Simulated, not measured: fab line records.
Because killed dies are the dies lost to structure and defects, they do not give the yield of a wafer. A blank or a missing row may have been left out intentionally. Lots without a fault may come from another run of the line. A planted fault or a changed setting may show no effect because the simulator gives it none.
fab line records ; flow sky130
record: lots: 5; wafers: 15; last-day: 50
route steps=708 shown LDD_P@259 LDD_HVN@267
lots with no fault: from the same line, run without faults
start-h: hours from the record's opening day to when the first of the lot's shown wafers began ; wait-h: hours since the lot's step before ; " same as the row above ; L1.1+2: a single row standing in for several wafers ; - value missing, or start not given ; * or withheld: withheld ; < > ~ a bound
route shown NAME@n: names a module that has steps shown in the file, with the first one's number in the route ; usual: the fault-free wafers' mean and standard deviation ; same: alike in all rows ; chamber/n: place in a boat ; sites: readings site by site ; _std_site: standard deviation across them ; _edge_site: the outer-site mean with the inner-site mean subtracted ; radius-mm: how far each site lies from the wafer's centre ; mask NAME#n: copy n ; behind: the tool/chamber that last shaped the wafer ; hold: reason for holding the lot/hours on hold/outcome of the hold ; device: the n, p or np transistor that did not switch ; end of line: the route-end tests of the same wafers ; a step with no rows: only its recipe ; killed: the dies lost at the first sort to structure and to defects; this is not the yield of the wafer ; map: a wafer's dies, marking killed ones x, the rest . and places with no die _
set.NAME: setting as actually run; set.NAME@STEP: the setting as run at that earlier step ; model.NAME: the simulator's own value behind a step, which no gauge read
a table for each step, a row for each wafer; lots at some steps of the route
services: the hour from which a tool's chamber was out of use, counted from the record's first day as start-h (under 0 if before that day), plus the number of hours and why
== steps ==
step: SKY_LDD_P_EXPOSE_04
recipe: mask-id: PSDM; na: 0.6; source-shape: conventional; sigma-outer: 0.6; polarization: unpolarized; target-cd-nm: 380; dose-mj: 138
step: SKY_LDD_P_PEB_05
recipe: temp-c: withheld; time-s: *; resist: NOVOLAK
step: SKY_LDD_P_DEVELOP_06
recipe: resist: NOVOLAK; developer: TMAH; develop-time-s: 60; dev-temp-c: 23
step: SKY_LDD_P_CD_MEAS_07
recipe: target-cd-nm: 380
usual: cd-nm: 381/3
lot.wafer;tool;chamber;start-h;wait-h;cd-nm
L567.1;cd-sem-02;-;453.88;0.1;380
L567.3;cd-sem-02;-;453.88;0.1;381
L567.5;cd-sem-02;-;453.88;0.1;379
L571.1;cd-sem-02;-;502.64;0.1;379
L571.2;cd-sem-02;-;502.64;0.1;380
L571.6;cd-sem-02;-;502.64;0.1;381
L577.4;cd-sem-01;-;551.69;0.1;381
L577.5;cd-sem-01;-;551.69;0.1;381
L577.6;cd-sem-01;-;551.69;0.1;380
L586.2;cd-sem-01;-;624.10;0.1;383
L586.4;cd-sem-01;-;624.10;0.1;380
L586.5;cd-sem-01;-;624.10;0.1;384
L587.3;cd-sem-01;-;646.13;0.1;386
L587.5;cd-sem-01;-;646.13;0.1;385
L587.6;cd-sem-01;-;646.13;0.1;383
step: SKY_LDD_P_OVL_MEAS_08
usual: LDD_P_OVL: -0.7/1.3
lot.wafer;tool;chamber;start-h;wait-h;LDD_P_OVL[nm]
L567.1;overlay-01;-;454.00;0.1;-3.9
L567.3;overlay-01;-;454.00;0.1;-1.1
L567.5;overlay-01;-;454.00;0.1;-1.8
L571.1;overlay-01;-;502.76;0.1;-0.3
L571.2;overlay-01;-;502.76;0.1;-0.5
L571.6;overlay-01;-;502.76;0.1;-1.2
L577.4;overlay-01;-;551.77;0.1;-1.0
L577.5;overlay-01;-;551.77;0.1;-2.5
L577.6;overlay-01;-;551.77;0.1;0.4
L586.2;overlay-01;-;624.21;0.1;1.5
L586.4;overlay-01;-;624.21;0.1;1.1
L586.5;overlay-01;-;624.21;0.1;0.9
L587.3;overlay-02;-;646.22;0.1;-2.0
L587.5;overlay-02;-;646.22;0.1;-2.2
L587.6;overlay-02;-;646.22;0.1;-3.3
step: SKY_LDD_P_IMPLANT_09
recipe: species: BF2; energy-kev: 25; dose-cm2: 1.007e+13; tilt-deg: withheld
step: SKY_LDD_P_STRIP_10
recipe: chemistry: O2/N2; power-w: 1400; pressure-mtorr: 1500; platen-temp-c: withheld; o2-flow-sccm: 3000; n2-flow-sccm: 300; overash-fraction: 0.5
usual: drypump-motor-current-A: 6.1/0.47; n2-flow-sccm: 300.0/0.9; o2-flow-sccm: 3000/8.4; oes-product-au: 0.716/0.0047; strip-time-to-endpoint-s: 14.18/0.043
lot.wafer;tool;chamber;start-h;wait-h;drypump-motor-current-A;n2-flow-sccm;o2-flow-sccm;oes-product-au;rf-hours-counter-h;strip-time-to-endpoint-s
L567.1;plasma-asher-04;1;454.19;0.1;6.7;299.4;3002;0.719;78;14.12
L567.3;plasma-asher-04;1;454.19;0.1;6.7;301.5;2996;0.718;-;14.14
L567.5;plasma-asher-04;1;454.19;0.1;6.7;299.5;2998;0.717;-;14.19
L571.1;plasma-asher-04;1;502.95;0.1;6.7;300.5;2989;0.713;82;14.20
L571.2;plasma-asher-04;0;502.95;0.1;5.4;300.3;2986;0.717;82;14.17
L571.6;plasma-asher-04;1;502.95;0.1;6.7;301.2;2993;0.709;-;14.14
L577.4;plasma-asher-04;1;551.97;0.1;6.7;298.4;2992;0.707;-;14.16
L577.5;plasma-asher-04;1;551.97;0.1;6.6;300.0;2985;0.721;-;14.15
L577.6;plasma-asher-04;0;551.97;0.1;5.4;299.7;2994;0.724;-;14.15
L586.2;plasma-asher-03;0;624.39;0.1;6.4;301.8;3001;0.715;20;14.15
L586.4;plasma-asher-03;1;624.39;0.1;6.4;300.0;3003;0.712;-;14.16
L586.5;plasma-asher-03;0;624.39;0.1;6.4;301.1;2993;0.717;-;14.15
L587.3;plasma-asher-03;0;646.43;0.1;6.4;300.7;3003;0.716;-;14.16
L587.5;plasma-asher-03;1;646.43;0.1;6.4;299.6;2987;0.710;-;14.14
L587.6;plasma-asher-03;0;646.43;0.1;6.4;298.9;2992;0.714;-;14.17
step: SKY_LDD_P_TW_MEAS_11
usual: LDD_P_TW: 635.8/2.8
lot.wafer;tool;chamber;start-h;wait-h;LDD_P_TW
L567.1;film-metro-03;-;454.29;0.1;636.7
L567.3;film-metro-03;-;454.29;0.1;637.3
L567.5;film-metro-03;-;454.29;0.1;638.8
L571.1;film-metro-02;-;503.05;0.1;638.2
L571.2;film-metro-02;-;503.05;0.1;637.2
L571.6;film-metro-02;-;503.05;0.1;636.3
L577.4;film-metro-02;-;552.07;0.1;634.7
L577.5;film-metro-02;-;552.07;0.1;635.4
L577.6;film-metro-02;-;552.07;0.1;638.5
L586.2;film-metro-01;-;624.50;0.1;642.5
L586.4;film-metro-01;-;624.50;0.1;642.7
L586.5;film-metro-01;-;624.50;0.1;638.7
L587.3;film-metro-03;-;646.52;0.1;634.9
L587.5;film-metro-03;-;646.52;0.1;634.7
L587.6;film-metro-03;-;646.52;0.1;636.7
step: SKY_LDD_HVN_DEHYDRATE_00
recipe: temp-c: 200; time-s: 60
step: SKY_LDD_HVN_HMDS_01
recipe: prime-time-s: 60; prime-temp-c: 120
step: SKY_LDD_HVN_COAT_02
recipe: resist: NOVOLAK; spin-rpm: 3000; resist-thk-nm: 300
step: SKY_LDD_HVN_SOFTBAKE_03
recipe: temp-c: 90; time-s: 60; resist: NOVOLAK
step: SKY_LDD_HVN_EXPOSE_04
recipe: mask-id: HVNTM; na: 0.6; source-shape: conventional; sigma-outer: 0.6; polarization: unpolarized; target-cd-nm: 700; dose-mj: 127
same: na: 0.6
lot.wafer;tool;chamber;start-h;wait-h;mask
L567.1+3+5;iline-stepper-01;0;469.78;-;HVNTM#0
L571.1+2+6;iline-stepper-02;0;519.06;-;HVNTM#0
L577.4+5+6;iline-stepper-02;0;567.79;-;HVNTM_R1#0
L586.2+4+5;iline-stepper-02;0;638.95;-;HVNTM#0
L587.3+5+6;iline-stepper-01;0;661.90;-;HVNTM#0
step: SKY_LDD_HVN_PEB_05
recipe: temp-c: withheld; time-s: *; resist: NOVOLAK
== services ==
tool;chamber;start-h;hours;kind
plasma-asher-03;0;430.25;-;clean
plasma-asher-03;1;430.25;-;clean
iline-stepper-01;0;433.75;-;calibration
plasma-asher-03;-;443.76;2.1;repair
plasma-asher-04;-;456.77;1.7;repair
iline-stepper-02;0;464.85;-;calibration
iline-stepper-02;-;478.15;1.7;pm
plasma-asher-04;-;478.29;0.9;repair
plasma-asher-03;-;494.54;0.5;repair
plasma-asher-04;-;543.83;2.8;pm
iline-stepper-01;-;551.03;5.7;repair
iline-stepper-01;-;604.85;1.7;pm
iline-stepper-02;-;657.23;8.9;pm
iline-stepper-01;0;657.31;-;calibration
== key ==
first-sign: step: SKY_LDD_HVN_EXPOSE_04; reading: mask; direction: changed
effect none on later readings
met-at SKY_LDD_HVN_EXPOSE_04
struck-wafers L577.4,L577.5,L577.6
sort-left-out L577.4,L577.5,L577.6
tester-left-out L577
onset-between 519.06 567.79
fault: kind: wrong-mask; tool: any; chamber: -; onset-h: 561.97; steps: SKY_LDD_HVN_EXPOSE_04; aux-copy: HVNTM_R1#0; cd-offset-nm: 105; scope: struck-lots-only
tester-left-out: of these lots the tester's yield and bins aren't shown, on N5 and GAA mostly nor the transistor test; their killed dies are dies lost to structure and defects alone, not to doping, threshold or leakage, so they don't give the yield
sort-left-out: the simulated sort isn't trusted on such a fault, so these wafers' sort isn't shown, and their yield isn't known
